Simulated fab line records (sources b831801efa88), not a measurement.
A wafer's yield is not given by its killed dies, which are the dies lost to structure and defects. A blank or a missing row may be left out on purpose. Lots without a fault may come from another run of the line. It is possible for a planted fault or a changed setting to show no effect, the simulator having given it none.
fab line records	flow sky130
record: lots: 14	wafers: 42	lastDay: 50
route steps=708 shown VT_ADJUST_HVTR@139 SONOS_TUNNEL@161 GATE_OXIDE@188 PAD_OPEN@708
lots that met no fault: from a run of the same line without faults
startH: hours from the record's opening day to when the first of the lot's shown wafers began	waitH: how many hours have passed since the lot's step before this one	" same as the row above	L1.1+2: several wafers, shown together as one row	- either no value or no given start	* or withheld: withheld	< > ~ a bound
route shown NAME@n: NAME is a module with steps in the file, n the number in the route of the first one	usual: the fault-free wafers' mean and standard deviation	same: alike in all rows	chamber/n: place in a boat	sites: each site's reading	_std_site: standard deviation of those values	_edge_site: the outer-site mean with the inner-site mean subtracted	radiusMm: for every site, how far away it sits from the centre of the wafer	mask NAME#n: copy n	behind: the most recent tool/chamber to have shaped the wafer	hold: the reason the lot was held/the length of the hold in hours/how it ended	device: transistor that didn't switch, given as n, p or np	end of line: the tests these same wafers got at the end of their route	for a step that has no rows: nothing shown but its recipe	killed: count of dies lost to structure and defects at first sort (not the wafer's yield)	map: a wafer's dies, marking killed ones x, the rest . and places with no die _
set.NAME: the setting as run; set.NAME@STEP: as run at that earlier step	model.NAME: the simulator's own value behind a step, which no gauge read
the route's steps for a sample of lots (tables are steps, rows are wafers)
services: a tool's chamber out of use, with start hour (startH, from the record's first day; less than 0 if before it), hours out, and reason
== steps ==
step: SKY_VT_ADJUST_HVTR_OVL_MEAS_08
usual: VT_ADJUST_HVTR_OVL: -1.4/1.6
lot.wafer	tool	chamber	startH	waitH	VT_ADJUST_HVTR_OVL[nm]
L798.3	overlay-02	-	198.80	0.1	-2.2
L798.4	"	-	"	"	-0.9
L798.5	"	-	"	"	-0.6
L799.4	overlay-02	-	214.35	0.1	-0.5
L799.5	"	-	"	"	-0.8
L799.6	"	-	"	"	0.0
L800.1	overlay-01	-	216.24	0.1	-1.9
L800.3	"	-	"	"	-1.7
L800.5	"	-	"	"	-0.1
L801.3	overlay-01	-	226.20	0.1	-0.8
L801.5	"	-	"	"	0.2
L801.6	"	-	"	"	-1.2
L804.2	overlay-01	-	248.54	0.1	0.6
L804.3	"	-	"	"	0.7
L804.6	"	-	"	"	0.9
L805.1	overlay-01	-	254.74	0.1	-0.3
L805.2	"	-	"	"	0.3
L805.4	"	-	"	"	0.4
L806.1	overlay-02	-	262.95	0.1	-1.9
L806.3	"	-	"	"	-2.1
L806.6	"	-	"	"	-1.7
L814.1	overlay-02	-	325.18	0.1	-0.3
L814.4	"	-	"	"	-1.8
L814.6	"	-	"	"	-3.6
L815.1	overlay-01	-	331.19	0.1	0.5
L815.2	"	-	"	"	-0.3
L815.3	"	-	"	"	0.6
L816.1	overlay-02	-	331.49	0.1	-3.9
L816.5	"	-	"	"	-2.5
L816.6	"	-	"	"	-3.7
L817.1	overlay-02	-	343.50	0.1	-0.1
L817.2	"	-	"	"	-1.5
L817.5	"	-	"	"	0.2
L818.1	overlay-02	-	346.63	0.1	-3.2
L818.3	"	-	"	"	-4.1
L818.4	"	-	"	"	-2.5
L819.2	overlay-01	-	356.19	0.1	1.0
L819.3	"	-	"	"	1.1
L819.5	"	-	"	"	0.2
L820.2	overlay-02	-	369.29	0.1	-1.1
L820.3	"	-	"	"	-2.3
L820.5	"	-	"	"	-1.9
step: SKY_SONOS_TUNNEL_CD_MEAS_07
recipe: targetCdNm: 410
usual: cdNm: 409.3/2.7
lot.wafer	tool	chamber	startH	waitH	cdNm
L798.3	cdSem-02	-	244.67	0.1	412.8
L798.4	"	-	"	"	413.7
L798.5	"	-	"	"	413.7
L799.4	cdSem-01	-	261.08	0.1	406.8
L799.5	"	-	"	"	407.5
L799.6	"	-	"	"	407.1
L800.1	cdSem-02	-	263.22	0.1	402.0
L800.3	"	-	"	"	403.2
L800.5	"	-	"	"	402.9
L801.3	cdSem-01	-	273.02	0.1	413.0
L801.5	"	-	"	"	412.8
L801.6	"	-	"	"	410.8
L804.2	cdSem-02	-	297.88	0.1	405.5
L804.3	"	-	"	"	406.1
L804.6	"	-	"	"	405.3
L805.1	cdSem-02	-	304.56	0.1	411.0
L805.2	"	-	"	"	409.7
L805.4	"	-	"	"	407.8
L806.1	cdSem-01	-	313.12	0.1	407.7
L806.3	"	-	"	"	407.5
L806.6	"	-	"	"	408.6
L814.1	cdSem-01	-	380.27	0.1	409.7
L814.4	"	-	"	"	409.7
L814.6	"	-	"	"	410.6
L815.1	cdSem-02	-	387.96	0.1	412.4
L815.2	"	-	"	"	410.6
L815.3	"	-	"	"	411.1
L816.1	cdSem-01	-	388.13	0.1	409.8
L816.5	"	-	"	"	408.3
L816.6	"	-	"	"	408.9
L817.1	cdSem-02	-	402.13	0.1	412.2
L817.2	"	-	"	"	409.6
L817.5	"	-	"	"	410.7
L818.1	cdSem-02	-	404.53	0.1	408.8
L818.3	"	-	"	"	410.2
L818.4	"	-	"	"	410.8
L819.2	cdSem-01	-	414.95	0.1	411.4
L819.3	"	-	"	"	410.6
L819.5	"	-	"	"	410.6
L820.2	cdSem-01	-	428.69	0.1	408.2
L820.3	"	-	"	"	408.1
L820.5	"	-	"	"	408.8
step: SKY_SONOS_TUNNEL_OVL_MEAS_08
usual: SONOS_TUNNEL_OVL: 1.1/1.7
lot.wafer	tool	chamber	startH	waitH	SONOS_TUNNEL_OVL[nm]
L798.3	overlay-02	-	244.76	0.1	-1.5
L798.4	"	-	"	"	-1.5
L798.5	"	-	"	"	0.5
L799.4	overlay-01	-	261.16	0.1	1.1
L799.5	"	-	"	"	3.0
L799.6	"	-	"	"	1.9
L800.1	overlay-01	-	263.34	0.1	1.9
L800.3	"	-	"	"	1.2
L800.5	"	-	"	"	1.1
L801.3	overlay-01	-	273.11	0.1	1.7
L801.5	"	-	"	"	0.5
L801.6	"	-	"	"	2.5
L804.2	overlay-01	-	297.98	0.1	3.4
L804.3	"	-	"	"	3.0
L804.6	"	-	"	"	4.7
L805.1	overlay-02	-	304.68	0.1	-2.1
L805.2	"	-	"	"	-1.4
L805.4	"	-	"	"	0.3
L806.1	overlay-02	-	313.24	0.1	-2.2
L806.3	"	-	"	"	-0.5
L806.6	"	-	"	"	-1.6
L814.1	overlay-01	-	380.39	0.1	4.3
L814.4	"	-	"	"	3.8
L814.6	"	-	"	"	2.0
L815.1	overlay-02	-	388.08	0.1	-4.1
L815.2	"	-	"	"	-1.7
L815.3	"	-	"	"	-0.5
L816.1	overlay-01	-	388.25	0.1	0.2
L816.5	"	-	"	"	0.5
L816.6	"	-	"	"	1.1
L817.1	overlay-02	-	402.25	0.1	2.1
L817.2	"	-	"	"	4.0
L817.5	"	-	"	"	0.5
L818.1	overlay-01	-	404.65	0.1	1.4
L818.3	"	-	"	"	4.8
L818.4	"	-	"	"	3.0
L819.2	overlay-01	-	415.05	0.1	1.0
L819.3	"	-	"	"	-0.4
L819.5	"	-	"	"	2.3
L820.2	overlay-01	-	428.79	0.1	2.7
L820.3	"	-	"	"	2.0
L820.5	"	-	"	"	1.1
step: SKY_GATE_OXIDE_OXIDATION_01
recipe: tempC: 900	ambient: O2	stabiliseS: 600	purgeS: 300	targetThkA: 102.68	oxTimeS: 1473
usual: stabiliseS: 600/0	tube_center_temp_C_max: 902.3/0.36
same: oxTimeS: 1473
lot.wafer	tool	chamber	startH	waitH	stabiliseS	tube_center_temp_C_max
L798.3	furnace-02	0	276.14	0.9	600	902.0
L798.4	"	0	"	"	600	902.1
L798.5	"	0	"	"	600	902.8
L799.4	furnace-01	0	291.63	0.2	600	902.0
L799.5	"	0	"	"	600	902.6
L799.6	"	0	"	"	600	902.8
L800.1	furnace-01	0	294.44	0.3	600	903.0
L800.3	"	0	"	"	600	902.4
L800.5	"	0	"	"	600	901.9
L801.3	furnace-02	0	305.11	1.0	600	902.5
L801.5	"	0	"	"	600	902.2
L801.6	"	0	"	"	600	902.5
L804.2	furnace-01	0	333.89	3.9	5400	901.9
L804.3	"	0	"	"	5400	901.9
L804.6	"	0	"	"	5400	902.3
L805.1	furnace-02	0	338.83	1.6	600	902.3
L805.2	"	0	"	"	600	902.7
L805.4	"	0	"	"	600	902.7
L806.1	furnace-01	0	348.16	0.5	5400	901.9
L806.3	"	0	"	"	5400	902.0
L806.6	"	0	"	"	5400	902.0
L814.1	furnace-01	0	417.32	0.1	600	902.3
L814.4	"	0	"	"	600	901.8
L814.6	"	0	"	"	600	902.4
L816.1	furnace-01	0	424.65	0.3	600	902.3
L816.5	"	0	"	"	600	902.6
L816.6	"	0	"	"	600	902.9
L815.1	furnace-01	0	426.05	1.1	600	901.5
L815.2	"	0	"	"	600	902.2
L815.3	"	0	"	"	600	902.6
L817.1	furnace-01	0	439.94	1.1	600	902.4
L817.2	"	0	"	"	600	902.1
L817.5	"	0	"	"	600	901.9
L818.1	furnace-01	0	443.15	0.0	600	902.3
L818.3	"	0	"	"	600	902.7
L818.4	"	0	"	"	600	902.0
L819.2	furnace-01	0	453.38	0.0	600	902.2
L819.3	"	0	"	"	600	902.5
L819.5	"	0	"	"	600	902.2
L820.2	furnace-01	0	464.98	0.0	600	902.8
L820.3	"	0	"	"	600	901.9
L820.5	"	0	"	"	600	902.5
step: SKY_PAD_OPEN_PROBE_99
usual: killed_at_M0_to_M3: 44/7.9	killed_at_M4_up: 3.1/2	killedAtContacts: 23/4.9	killedAtFrontEnd: 15/3.9	killedAtOther: 0.2/0.49	killedDies: 86/10	killedOpen: 47/7.1	killedShort: 39/7.1
same: grossDies: 492	killedAtBackSide: 0
lot.wafer	tool	chamber	startH	waitH	killed_at_M0_to_M3	killed_at_M4_up	killedAtContacts	killedAtFrontEnd	killedAtOther	killedDies	killedOpen	killedShort
L798.3	prober-02	-	1071.68	0.2	49	1	28	15	0	93	50	43
L798.4	prober-02	-	1071.73	0.2	52	5	26	15	2	100	50	50
L798.5	prober-02	-	1071.78	0.2	40	0	21	16	0	77	44	33
L799.4	prober-01	-	1082.63	0.2	29	5	22	19	1	76	49	24
L799.5	prober-01	-	1082.68	0.2	45	2	23	17	1	88	47	41
L799.6	prober-01	-	1082.73	0.2	32	7	16	18	0	73	31	42
L800.1	prober-02	-	1084.79	0.1	34	1	24	15	0	74	39	34
L800.3	prober-02	-	1084.89	0.2	49	1	18	9	0	77	43	34
L800.5	prober-02	-	1084.99	0.2	47	5	25	19	0	96	46	50
L801.3	prober-01	-	1098.94	0.2	49	4	22	11	0	86	49	37
L801.5	prober-01	-	1099.04	0.2	33	1	27	19	0	80	43	37
L801.6	prober-01	-	1099.09	0.2	41	3	17	15	0	76	41	35
L804.2	prober-02	-	1111.47	0.1	30	1	17	11	0	59	35	24
L804.3	prober-02	-	1111.52	0.2	47	2	27	11	0	87	42	45
L804.6	prober-02	-	1111.67	0.2	43	1	31	15	0	90	44	46
L805.1	prober-01	-	1117.27	0.1	39	2	22	16	0	79	43	36
L805.2	prober-01	-	1117.32	0.1	60	3	26	13	0	102	49	53
L805.4	prober-01	-	1117.42	0.2	44	0	24	19	0	87	49	38
L806.1	prober-01	-	1135.01	0.1	49	2	24	17	0	92	48	44
L806.3	prober-01	-	1135.11	0.2	50	3	24	22	0	99	50	49
L806.6	prober-01	-	1135.26	0.2	47	3	22	10	0	82	49	33
L814.1	prober-02	-	1168.52	0.1	40	1	23	7	0	71	39	32
L814.4	prober-02	-	1168.67	0.2	66	1	25	23	0	115	67	48
L814.6	prober-02	-	1168.77	0.2	41	7	23	9	0	80	36	44
L816.1	prober-01	-	1170.67	0.1	39	5	27	12	0	83	45	38
L816.5	prober-01	-	1170.87	0.2	44	2	21	13	0	80	43	37
L816.6	prober-01	-	1170.92	0.2	55	1	17	17	0	90	57	33
L815.1	prober-02	-	1173.83	0.1	41	3	20	25	0	89	51	38
L815.2	prober-02	-	1173.88	0.1	42	2	22	16	0	82	41	41
L815.3	prober-02	-	1173.93	0.2	34	2	22	15	0	73	43	30
L817.1	prober-01	-	1180.19	0.1	47	5	31	19	0	102	56	46
L817.2	prober-01	-	1180.24	0.1	31	3	25	10	0	69	36	33
L817.5	prober-01	-	1180.39	0.2	37	6	21	18	0	82	47	35
L818.1	prober-02	-	1184.29	0.1	46	4	25	17	0	92	46	46
L818.3	prober-02	-	1184.39	0.2	40	4	19	11	0	74	44	30
L818.4	prober-02	-	1184.44	0.2	55	7	15	14	0	91	47	44
L819.2	prober-01	-	1186.37	0.1	39	5	20	17	0	81	46	35
L819.3	prober-01	-	1186.42	0.2	36	0	21	11	1	69	41	28
L819.5	prober-01	-	1186.52	0.2	38	2	17	21	1	79	44	34
L820.2	prober-02	-	1195.60	0.1	46	2	39	12	0	99	50	49
L820.3	prober-02	-	1195.65	0.2	44	0	41	16	0	101	59	42
L820.5	prober-02	-	1195.75	0.2	30	4	20	14	0	68	34	34
killed by level:class
L798.3 VIA1:geometricParticle:open=15 LI_CONTACT:geometricParticle:open=10 METAL2:geometricParticle:short=8 CONTACT:geometricParticle:open=7 FIELD_ISO:geometricParticle:short=6 FIELD_ISO:geometricParticle:open=4 POLY_GATE:geometricParticle:short=4 LOCAL_INTERCONNECT:geometricParticle:short=4
L798.4 VIA1:geometricParticle:open=12 METAL2:geometricParticle:short=10 VIA3:geometricParticle:open=8 LI_CONTACT:geometricParticle:open=8 METAL1:geometricParticle:short=6 CONTACT:geometricParticle:open=6 FIELD_ISO:geometricParticle:short=4 POLY_GATE:geometricParticle:open=4
L798.5 VIA1:geometricParticle:open=9 VIA3:geometricParticle:open=8 LI_CONTACT:geometricParticle:open=7 CONTACT:geometricParticle:open=7 POLY_GATE:geometricParticle:open=5 VIA1:geometricParticle:short=5 FIELD_ISO:geometricParticle:short=4 CONTACT:geometricParticle:short=4
L799.4 VIA1:geometricParticle:open=10 VIA2:geometricParticle:open=9 FIELD_ISO:geometricParticle:open=7 CONTACT:geometricParticle:open=7 LI_CONTACT:geometricParticle:open=6 LOCAL_INTERCONNECT:geometricParticle:short=4 POLY_GATE:geometricParticle:short=3 CONTACT:geometricParticle:short=3
L799.5 VIA2:geometricParticle:open=11 VIA1:geometricParticle:open=9 VIA3:geometricParticle:open=7 CONTACT:geometricParticle:short=7 VIA1:geometricParticle:short=6 FIELD_ISO:geometricParticle:short=5 LOCAL_INTERCONNECT:geometricParticle:short=5 LI_CONTACT:geometricParticle:open=4
L799.6 VIA1:geometricParticle:short=8 VIA1:geometricParticle:open=7 METAL4:geometricParticle:short=6 FIELD_ISO:geometricParticle:open=5 LOCAL_INTERCONNECT:geometricParticle:short=5 FIELD_ISO:geometricParticle:short=4 LI_CONTACT:geometricParticle:short=4 LI_CONTACT:geometricParticle:open=4
L800.1 CONTACT:geometricParticle:open=8 FIELD_ISO:geometricParticle:open=7 VIA1:geometricParticle:open=7 VIA1:geometricParticle:short=6 CONTACT:geometricParticle:short=5 LOCAL_INTERCONNECT:geometricParticle:short=5 FIELD_ISO:geometricParticle:short=4 VIA2:geometricParticle:open=4
L800.3 VIA1:geometricParticle:open=10 METAL2:geometricParticle:short=8 VIA2:geometricParticle:open=7 LI_CONTACT:geometricParticle:open=6 CONTACT:geometricParticle:open=6 METAL1:geometricParticle:short=6 VIA1:geometricParticle:short=6 VIA3:geometricParticle:open=6
L800.5 VIA1:geometricParticle:open=11 CONTACT:geometricParticle:open=9 VIA3:geometricParticle:open=8 FIELD_ISO:geometricParticle:short=7 LI_CONTACT:geometricParticle:open=6 VIA1:geometricParticle:short=6 VIA2:geometricParticle:short=6 LI_CONTACT:geometricParticle:short=5
L801.3 VIA3:geometricParticle:open=12 CONTACT:geometricParticle:open=10 VIA1:geometricParticle:short=7 VIA1:geometricParticle:open=7 METAL2:geometricParticle:short=6 VIA2:geometricParticle:open=6 METAL3:geometricParticle:short=6 LI_CONTACT:geometricParticle:open=5
L801.5 CONTACT:geometricParticle:open=9 CONTACT:geometricParticle:short=7 LI_CONTACT:geometricParticle:open=6 VIA3:geometricParticle:open=6 POLY_GATE:geometricParticle:short=5 POLY_GATE:geometricParticle:open=5 VIA1:geometricParticle:open=4 VIA2:geometricParticle:open=4
L801.6 VIA1:geometricParticle:open=9 VIA2:geometricParticle:open=7 CONTACT:geometricParticle:open=6 FIELD_ISO:geometricParticle:short=5 LI_CONTACT:geometricParticle:open=5 VIA3:geometricParticle:short=5 METAL2:geometricParticle:open=4 METAL3:geometricParticle:short=4
L804.2 CONTACT:geometricParticle:open=8 VIA2:geometricParticle:open=6 FIELD_ISO:geometricParticle:open=5 VIA1:geometricParticle:open=5 VIA3:geometricParticle:short=4 LOCAL_INTERCONNECT:geometricParticle:short=3 CONTACT:geometricParticle:short=3 METAL1:geometricParticle:open=3
L804.3 CONTACT:geometricParticle:open=10 VIA2:geometricParticle:open=9 VIA1:geometricParticle:open=9 METAL1:geometricParticle:short=8 METAL2:geometricParticle:short=8 POLY_GATE:geometricParticle:short=5 LOCAL_INTERCONNECT:geometricParticle:short=5 LI_CONTACT:geometricParticle:open=4
L804.6 CONTACT:geometricParticle:open=15 METAL1:geometricParticle:short=8 VIA3:geometricParticle:open=8 CONTACT:geometricParticle:short=7 METAL2:geometricParticle:short=7 VIA1:geometricParticle:open=5 POLY_GATE:geometricParticle:open=4 METAL3:geometricParticle:short=4
L805.1 CONTACT:geometricParticle:open=10 VIA1:geometricParticle:open=10 VIA3:geometricParticle:open=6 POLY_GATE:geometricParticle:short=5 LI_CONTACT:geometricParticle:open=5 VIA2:geometricParticle:open=5 METAL1:geometricParticle:short=5 LOCAL_INTERCONNECT:geometricParticle:short=4
L805.2 CONTACT:geometricParticle:open=15 METAL1:geometricParticle:short=13 VIA1:geometricParticle:open=13 VIA1:geometricParticle:short=7 METAL3:geometricParticle:short=6 VIA3:geometricParticle:open=6 METAL2:geometricParticle:short=5 CONTACT:geometricParticle:short=4
L805.4 CONTACT:geometricParticle:open=10 METAL2:geometricParticle:short=9 LI_CONTACT:geometricParticle:open=7 VIA2:geometricParticle:open=6 VIA3:geometricParticle:open=6 METAL1:geometricParticle:short=5 VIA1:geometricParticle:open=5 FIELD_ISO:geometricParticle:short=4
L806.1 VIA2:geometricParticle:open=11 CONTACT:geometricParticle:open=10 METAL2:geometricParticle:short=8 VIA1:geometricParticle:open=8 POLY_GATE:geometricParticle:short=5 LI_CONTACT:geometricParticle:open=5 CONTACT:geometricParticle:short=5 VIA1:geometricParticle:short=5
L806.3 VIA1:geometricParticle:open=14 VIA1:geometricParticle:short=8 CONTACT:geometricParticle:open=7 METAL1:geometricParticle:short=6 POLY_GATE:geometricParticle:short=5 LI_CONTACT:geometricParticle:open=5 LOCAL_INTERCONNECT:geometricParticle:short=5 CONTACT:geometricParticle:short=5
L806.6 VIA1:geometricParticle:open=15 CONTACT:geometricParticle:open=11 VIA2:geometricParticle:open=7 VIA3:geometricParticle:short=5 VIA3:geometricParticle:open=5 METAL1:geometricParticle:short=4 VIA1:geometricParticle:short=4 FIELD_ISO:geometricParticle:open=3
L814.1 VIA1:geometricParticle:open=14 LI_CONTACT:geometricParticle:open=7 CONTACT:geometricParticle:open=6 CONTACT:geometricParticle:short=6 VIA2:geometricParticle:open=5 METAL1:geometricParticle:short=4 LOCAL_INTERCONNECT:geometricParticle:short=3 VIA3:geometricParticle:open=3
L814.4 VIA1:geometricParticle:open=14 VIA3:geometricParticle:open=12 VIA2:geometricParticle:open=10 CONTACT:geometricParticle:open=7 VIA1:geometricParticle:short=7 POLY_GATE:geometricParticle:open=6 VIA3:geometricParticle:short=6 CONTACT:geometricParticle:short=6
L814.6 VIA1:geometricParticle:open=9 CONTACT:geometricParticle:open=7 METAL2:geometricParticle:short=6 VIA2:geometricParticle:open=6 LI_CONTACT:geometricParticle:short=5 VIA1:geometricParticle:short=5 LI_CONTACT:geometricParticle:open=4 METAL4:geometricParticle:short=4
L816.1 CONTACT:geometricParticle:open=15 VIA1:geometricParticle:open=9 CONTACT:geometricParticle:short=6 VIA2:geometricParticle:open=6 METAL2:geometricParticle:short=5 VIA3:geometricParticle:open=5 FIELD_ISO:geometricParticle:short=4 VIA3:geometricParticle:short=4
L816.5 VIA1:geometricParticle:open=12 CONTACT:geometricParticle:open=10 VIA1:geometricParticle:short=10 CONTACT:geometricParticle:short=6 FIELD_ISO:geometricParticle:open=5 METAL1:geometricParticle:short=4 VIA2:geometricParticle:open=4 VIA3:geometricParticle:open=3
L816.6 VIA1:geometricParticle:open=18 FIELD_ISO:geometricParticle:open=11 METAL2:geometricParticle:short=9 LI_CONTACT:geometricParticle:open=8 VIA3:geometricParticle:open=8 VIA2:geometricParticle:short=6 FIELD_ISO:geometricParticle:short=5 VIA2:geometricParticle:open=5
L815.1 FIELD_ISO:geometricParticle:open=9 VIA1:geometricParticle:open=9 CONTACT:geometricParticle:open=7 CONTACT:geometricParticle:short=7 VIA2:geometricParticle:open=7 FIELD_ISO:geometricParticle:short=6 VIA1:geometricParticle:short=5 POLY_GATE:geometricParticle:short=5
L815.2 CONTACT:geometricParticle:open=13 VIA1:geometricParticle:open=10 METAL2:geometricParticle:short=8 VIA2:geometricParticle:open=6 FIELD_ISO:geometricParticle:short=4 POLY_GATE:geometricParticle:short=4 POLY_GATE:geometricParticle:open=4 LI_CONTACT:geometricParticle:open=4
L815.3 CONTACT:geometricParticle:open=9 LI_CONTACT:geometricParticle:open=7 POLY_GATE:geometricParticle:open=6 METAL2:geometricParticle:short=6 VIA2:geometricParticle:open=6 VIA3:geometricParticle:open=6 CONTACT:geometricParticle:short=5 FIELD_ISO:geometricParticle:open=4
L817.1 LI_CONTACT:geometricParticle:open=9 CONTACT:geometricParticle:open=9 FIELD_ISO:geometricParticle:open=7 POLY_GATE:geometricParticle:short=7 VIA1:geometricParticle:open=7 METAL2:geometricParticle:short=7 VIA2:geometricParticle:open=6 CONTACT:geometricParticle:short=5
L817.2 CONTACT:geometricParticle:open=10 VIA1:geometricParticle:open=9 LOCAL_INTERCONNECT:geometricParticle:short=7 CONTACT:geometricParticle:short=5 VIA2:geometricParticle:open=5 METAL1:geometricParticle:short=4 METAL2:geometricParticle:short=4 POLY_GATE:geometricParticle:short=3
L817.5 CONTACT:geometricParticle:open=9 VIA2:geometricParticle:open=8 LI_CONTACT:geometricParticle:open=7 FIELD_ISO:geometricParticle:short=6 VIA1:geometricParticle:open=6 VIA1:geometricParticle:short=5 FIELD_ISO:geometricParticle:open=4 VIA2:geometricParticle:short=4
L818.1 VIA3:geometricParticle:open=9 VIA2:geometricParticle:open=8 VIA1:geometricParticle:open=8 LI_CONTACT:geometricParticle:open=7 FIELD_ISO:geometricParticle:short=5 LOCAL_INTERCONNECT:geometricParticle:short=5 CONTACT:geometricParticle:short=5 METAL2:geometricParticle:short=5
L818.3 VIA2:geometricParticle:open=10 CONTACT:geometricParticle:open=6 VIA1:geometricParticle:open=6 METAL2:geometricParticle:short=6 LI_CONTACT:geometricParticle:open=6 VIA3:geometricParticle:open=5 VIA2:geometricParticle:short=5 FIELD_ISO:geometricParticle:open=4
L818.4 VIA1:geometricParticle:open=15 VIA3:geometricParticle:open=13 VIA2:geometricParticle:open=8 VIA1:geometricParticle:short=6 CONTACT:geometricParticle:short=6 METAL4:geometricParticle:short=6 FIELD_ISO:geometricParticle:short=4 POLY_GATE:geometricParticle:short=4
L819.2 VIA3:geometricParticle:open=11 CONTACT:geometricParticle:open=8 VIA1:geometricParticle:open=7 VIA2:geometricParticle:open=6 LOCAL_INTERCONNECT:geometricParticle:short=5 POLY_GATE:geometricParticle:short=4 SPACER:geometricParticle:short=4 METAL1:geometricParticle:short=4
L819.3 VIA1:geometricParticle:open=8 METAL2:geometricParticle:short=8 CONTACT:geometricParticle:open=7 LI_CONTACT:geometricParticle:open=7 VIA3:geometricParticle:open=5 POLY_GATE:geometricParticle:open=4 POLY_GATE:geometricParticle:short=4 VIA2:geometricParticle:open=4
L819.5 VIA1:geometricParticle:open=13 CONTACT:geometricParticle:open=7 FIELD_ISO:geometricParticle:open=6 METAL1:geometricParticle:short=6 POLY_GATE:geometricParticle:open=5 METAL3:geometricParticle:short=5 FIELD_ISO:geometricParticle:short=4 LI_CONTACT:geometricParticle:open=4
L820.2 CONTACT:geometricParticle:open=12 LI_CONTACT:geometricParticle:open=9 VIA1:geometricParticle:open=8 LOCAL_INTERCONNECT:geometricParticle:short=7 VIA2:geometricParticle:open=7 POLY_GATE:geometricParticle:short=6 LI_CONTACT:geometricParticle:short=6 METAL2:geometricParticle:short=6
L820.3 VIA1:geometricParticle:open=14 LI_CONTACT:geometricParticle:open=13 CONTACT:geometricParticle:open=12 CONTACT:geometricParticle:short=8 METAL1:geometricParticle:short=6 VIA3:geometricParticle:open=6 LOCAL_INTERCONNECT:geometricParticle:short=5 VIA1:geometricParticle:short=5
L820.5 VIA1:geometricParticle:short=7 CONTACT:geometricParticle:open=7 VIA1:geometricParticle:open=7 FIELD_ISO:geometricParticle:short=6 LI_CONTACT:geometricParticle:open=6 POLY_GATE:geometricParticle:open=3 LOCAL_INTERCONNECT:geometricParticle:short=3 VIA3:geometricParticle:open=3
== services ==
tool	chamber	startH	hours	kind
furnace-02	-	296.09	4.8	repair
furnace-01	-	311.67	11.1	pm
furnace-01	-	322.81	4.2	pm
furnace-02	-	327.49	3.4	pm
furnace-02	-	332.23	3.7	pm
== key ==
firstSign: step: SKY_GATE_OXIDE_OXIDATION_01	reading: stabiliseS	direction: up	sigmas: 99+	usual: 600	struck: 5400
effect none on later readings
metAt SKY_GATE_OXIDE_OXIDATION_01
struckLots L804,L806
testerLeftOut L804,L806
notActingAt SKY_VT_ADJUST_HVTR_OVL_MEAS_08,SKY_SONOS_TUNNEL_CD_MEAS_07,SKY_SONOS_TUNNEL_OVL_MEAS_08
onsetBetween 294.44 333.89
fault: kind: processParameterDrift	tool: furnace-01	chamber: -	onsetH: 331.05	steps: SKY_GATE_OXIDE_OXIDATION_01	channel: stabiliseS	offset: 4800	shape: step	endH: 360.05	actsIn: theseRecipesOnly	stated: 600
testerLeftOut: of these lots the tester's yield and bins aren't shown, on N5 and GAA mostly nor the transistor test; their killed dies are dies lost to structure and defects alone, not to doping, threshold or leakage, so they don't give the yield
